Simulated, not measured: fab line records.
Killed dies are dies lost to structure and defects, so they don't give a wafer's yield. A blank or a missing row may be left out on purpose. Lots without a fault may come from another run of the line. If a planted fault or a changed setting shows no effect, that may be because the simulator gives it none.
Which tool did it? + flow sky130 + 13 lots (39 wafers sampled), 1 step of a 708-step route

## WHAT THE GAUGES SHOWED, per wafer
SKY_CONTACT_BOW_MEAS_05. Usual: CONTACT_BOW gives 83 um (standard deviation 6.5).
| lot  | measured     | on            | CONTACT_BOW (um) | flag |
|------|--------------|---------------|------------------|------|
| L590 | day 31 10:51 | film metro-02 | 84 78 85         |      |
| L589 | day 31 12:26 | film metro-03 | 77 85 83         |      |
| L593 | day 31 19:44 | film metro-03 | 88 79 84         |      |
| L596 | day 32 22:53 | film metro-03 | 80 85 89         |      |
| L599 | day 33 23:49 | film metro-02 | 81 87 75         |      |
| L601 | day 34 14:08 | film metro-03 | 89 77 80         |      |
| L603 | day 35 06:46 | film metro-01 | 84 74 81         |      |
| L604 | day 35 10:49 | film metro-02 | 79 78 85         |      |
| L608 | day 37 09:01 | film metro-03 | 84 77 87         |      |
| L606 | day 37 11:26 | film metro-02 | 93 77 82         |      |
| L610 | day 37 13:06 | film metro-03 | 74 86 73         |      |
| L611 | day 37 14:31 | film metro-01 | 95 93 92         |      |
| L612 | day 37 20:34 | film metro-03 | 77 86 87         |      |

## WHICH TOOL RAN EACH LOT (tool, then ch and the chambers of the sampled wafers, then the start)
There is no process step in the record ahead of these readings.

## WHAT THE TOOLS THEMSELVES READ (means of the sampled wafers that have a number; where no wafer has one, the mark that the record gives instead)
The record holds no such reading with a usual standard deviation.

## THE ANSWER, worked out from the rows above alone
Rule: a lot is off if the mean of its wafers that have a number lies more than 3 standard deviations from the usual mean. A lot without any number at a reading at which 4 lots or more have one is off too. Any other lot the step has rows for is counted as sound. The gauges are gone through in route order, then the tools' own readings, and for those a lot's mean is taken as printed above. The first step at which some lot is off is used, and at that step the reading that is off furthest; a lot without a number counts as furthest.
Nothing can be told from this: no lot is off at any reading shown.

## WHAT THE SIMULATOR PUT IN
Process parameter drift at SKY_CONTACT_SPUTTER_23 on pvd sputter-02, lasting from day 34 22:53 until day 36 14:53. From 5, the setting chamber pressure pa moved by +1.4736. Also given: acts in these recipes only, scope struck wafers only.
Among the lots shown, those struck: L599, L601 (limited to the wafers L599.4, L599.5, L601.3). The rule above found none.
